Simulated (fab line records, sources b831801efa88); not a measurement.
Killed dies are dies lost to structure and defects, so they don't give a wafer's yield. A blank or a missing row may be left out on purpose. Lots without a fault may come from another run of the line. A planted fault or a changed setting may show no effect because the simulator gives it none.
A struck lot beside a sound one | flow sfq_line | 14 steps out of a route of 325
Sound: wafers L863.1, L863.3, L863.5. Struck: wafers L878.1, L878.2, L878.4. The cause comes at the end.
At each step with rows: each side's tool, then ch and its chambers, then its first start. Under that, the readings that differ: sound wafers | struck wafers | difference of the means | sigmas: that difference in standard deviations of wafers without a fault.
alike: readings whose means differ by less than 2 such deviations, and words and numbers that are the same on both sides. not compared: withheld readings, readings that some wafer has no value for, bounds like >300 that may hide the same value, and numbers for which the record gives no deviation and whose values overlap.
The two part at a step that has a row with sigmas, a row that says differs or no value, or rows on one side only. Numbers that don't overlap but have no deviation are shown without sigmas and don't part them. A reading that every wafer of one side lacks parts them only if that side has two wafers or more.

first, 6 steps without rows for these wafers: SFQ_TRILAYER_M1_LITHO_COAT_044 (resist thk 62 nm); SFQ_TRILAYER_M1_LITHO_COAT_039 (resist thk 600 nm); SFQ_TRILAYER_M1_LITHO_SOFTBAKE_043; SFQ_TRILAYER_M1_LITHO_EXPOSE_040 (exposes mask M1, target cd 500 nm); SFQ_TRILAYER_M1_LITHO_PEB_042 (peb time 60 s); SFQ_TRILAYER_M1_LITHO_DEVELOP_041 (time 60 s).
SFQ_M1_OVL_MEAS_911:
  sound on overlay-02, day 15 20:02; struck on overlay-02, day 24 14:46
  alike: M1_OVL
SFQ_TRILAYER_M1_BARC_OPEN_METAL_ETCH_054: etches BARC in O2, target depth 125 nm, time 41.7 s.
  sound on rie_metal-01 ch 0,1, day 15 20:05; struck on rie_metal-04 ch 0, day 24 14:49
  alike: bias_w, drypump_motor_current_A, oes_product_au
  not compared: rf_hours_counter_h
SFQ_TRILAYER_M1_ETCH_METAL_ETCH_042: etches Nb in Cl2/Ar, stops on SiO2, target depth 240 nm, time 120 s.
  sound on rie_metal-01 ch 0,1, day 15 20:08; struck on rie_metal-04 ch 0, day 24 14:55
  alike: bias_w, drypump_motor_current_A, oes_product_au
  not compared: rf_hours_counter_h
SFQ_TRILAYER_M1_STRIP_STRIP_043: strips in O2.
  sound on rie_metal-01 ch 0,1, day 15 20:16; struck on rie_metal-04 ch 0, day 24 15:10
  alike: drypump_motor_current_A, oes_product_au
  not compared: rf_hours_counter_h
then, 1 step without rows for these wafers: SFQ_TRILAYER_M1_STRIP_SOLV_CLEAN_044 (cleans in NMP, time 600 s).
SFQ_TRILAYER_I1_DEP_PECVD_045: deposits SiO2 from SiH4/N2O, time 111.11 s, target thk 500 nm.
  sound on pecvd-04 ch 1,2, day 15 21:02; struck on pecvd-01 ch 0,2, day 24 16:43
  reading                                             | sound             | struck            | difference | sigmas
  rf_fwd_power_W (W)                                  | 183.3 181.6 182.7 | 210.6 210.6 211.3 | +28.3      | +44
  model.SiO2_of_TRILAYER_I1_DEP_PECVD_045.thk_nm (nm) | 497.4 500.9 512.9 | 519.5 529 538.4   | +25.2      |
  alike: chamber_pressure_Torr, heater_power_w, throttle_valve_pct
  not compared: since_wet_clean_h
SFQ_TRILAYER_I1_CMP_CMP_046: polishes SiO2.
  sound on cmp-02 ch 2,3, day 16 10:19; struck on cmp-01 ch 0,1,3, day 24 16:58
  reading                | sound       | struck         | difference | sigmas
  motor_current_A (A)    | 9.4 9.7 9.6 | 11.8 11.0 12.1 | +2.1       | +2
  time_to_endpoint_s (s) | 205 205 217 | 240 236 248    | +32        | +5
  alike: slurry_filter_dp_kPa
SFQ_I1_BOW_MEAS_912:
  sound on film_metro-04, day 16 12:49; struck on film_metro-03, day 24 20:12
  alike: I1_BOW

WHERE THEY PART
First at SFQ_TRILAYER_I1_DEP_PECVD_045; last, within this record, at SFQ_TRILAYER_I1_CMP_CMP_046. Later steps at which nothing parts them and some readings are alike: SFQ_I1_BOW_MEAS_912.

WHY: what the simulator had put in
Process parameter drift: pecvd-01, from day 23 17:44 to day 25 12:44, at SFQ_TRILAYER_I1_DEP_PECVD_045. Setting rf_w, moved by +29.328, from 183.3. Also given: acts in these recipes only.
